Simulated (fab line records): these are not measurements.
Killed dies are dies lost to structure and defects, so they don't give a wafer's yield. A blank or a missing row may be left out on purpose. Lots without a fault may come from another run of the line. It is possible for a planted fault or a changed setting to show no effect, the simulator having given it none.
Split-lot trial	flow gf180mcu	23 wafers read from 5 lots, route of 602 steps

== THE SPLIT ITSELF ==
At GF_PASSIVATION_CVD_00 (deposits SiO2 from TEOS, target thk 1000 nm, time 111.95 s), the setting time s was moved away from the recipe's 111.95 s on 7 of the 23 wafers read, by -7.3% to -5.1%. This setting was run at the recipe's value on the other wafers.

Split to reading: the file shows no intervening step.

== THE READING ==
PASSIVATION_CVD_00_THK (nm), taken at GF_PASSIVATION_THK_MEAS_01. Typical for fault-free wafers on this fab line: 1003 nm, with standard deviation 11 nm.

wafer	tool, chamber at the split	time s as run, s	against the recipe	PASSIVATION_CVD_00_THK, nm	against lot-mates on the recipe
L074.1	pecvd-04, 1	111.95	recipe	996	-
L074.2	pecvd-04, 2	111.95	recipe	989	-
L074.3	pecvd-04, 0	111.95	recipe	1007	-
L074.4	pecvd-04, 2	104.2	-6.9%	946	-51
L074.5	pecvd-04, 1	104.2	-6.9%	947	-50
L078.1	pecvd-04, 2	111.95	recipe	991	-
L078.3	pecvd-04, 0	106.2	-5.1%	945	-57
L078.4	pecvd-04, 0	111.95	recipe	1013	-
L078.5	pecvd-04, 1	106.2	-5.1%	948	-54
L078.6	pecvd-04, 2	106.2	-5.1%	975	-27
L082.1	pecvd-01, 1	111.95	recipe	1008	-
L082.3	pecvd-01, 2	111.95	recipe	993	-
L082.4	pecvd-01, 1	111.95	recipe	1019	-
L082.5	pecvd-01, 0	111.95	recipe	1012	-
L082.6	pecvd-01, 2	111.95	recipe	1016	-
L084.1	pecvd-04, 1	111.95	recipe	999	-
L084.3	pecvd-04, 2	103.8	-7.3%	930	-73
L084.4	pecvd-04, 2	103.8	-7.3%	938	-65
L084.5	pecvd-04, 0	111.95	recipe	1008	-
L084.6	pecvd-04, 1	111.95	recipe	1003	-
L085.3	pecvd-03, 0	111.95	recipe	1000	-
L085.5	pecvd-03, 0,2	111.95	recipe	1012	-
L085.6	pecvd-03, 0,2	111.95	recipe	1011	-
Rows listing several chambers each stand for several wafers; the file does not say which wafer went through which chamber.

THE FIT
A straight line over all 23 wafers: PASSIVATION_CVD_00_THK changes by +9.21 nm for each +1% of time s; r = +0.95; the points scatter about the line by 9.6 nm.
The same after taking each lot's own level away (the mean of its wafers on the recipe; 23 wafers): +8.61 nm for each +1%; r = +0.94; scatter 9.2 nm.
That fit puts the effect of the largest move of time s on the reading at 63 nm.
From 997.3 to 1009.6 nm: that is the span of the lots' own levels, equal to 1.1 times the standard deviation above.
Hence the lot-to-lot level has little effect on the slope; both slopes agree.
Check: with one of the wafers moved furthest among these (-7.3%) left out of the fit, the line predicts -60.3 nm for it against its lot-mates. Against them it came out at -73.3 nm.

== THESE WAFERS: OTHER SPLITS ==
Before the reading, these wafers also passed through other splits. Each is held against what the fit with the lots' levels taken away leaves over:
other split on the same wafers	wafers away from the commonest value	r with PASSIVATION_CVD_00_THK (lot level and that fit taken away)
GF_TOP_METAL_SPUTTER_00 time s	10	-0.12

== THE WHOLE CHAIN: every reading that the file lists as answering this split, in the file's order ==
step	what it does	reading	change (the file's fit)	r (the file's)
GF_PASSIVATION_CVD_00	deposits SiO2 from TEOS, target thk 1000 nm, time 111.95 s	SiO2_of_PASSIVATION_CVD_00.thk nm (the simulator's own value, which no gauge read)	+8.65 nm for each +1% of the setting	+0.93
GF_PASSIVATION_THK_MEAS_01		PASSIVATION_CVD_00_THK	+8.63 for each +1% of the setting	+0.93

== THE FILE'S OWN FIT ==
PASSIVATION_CVD_00_THK changes by +8.63 nm for each +1% of time s, r = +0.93.
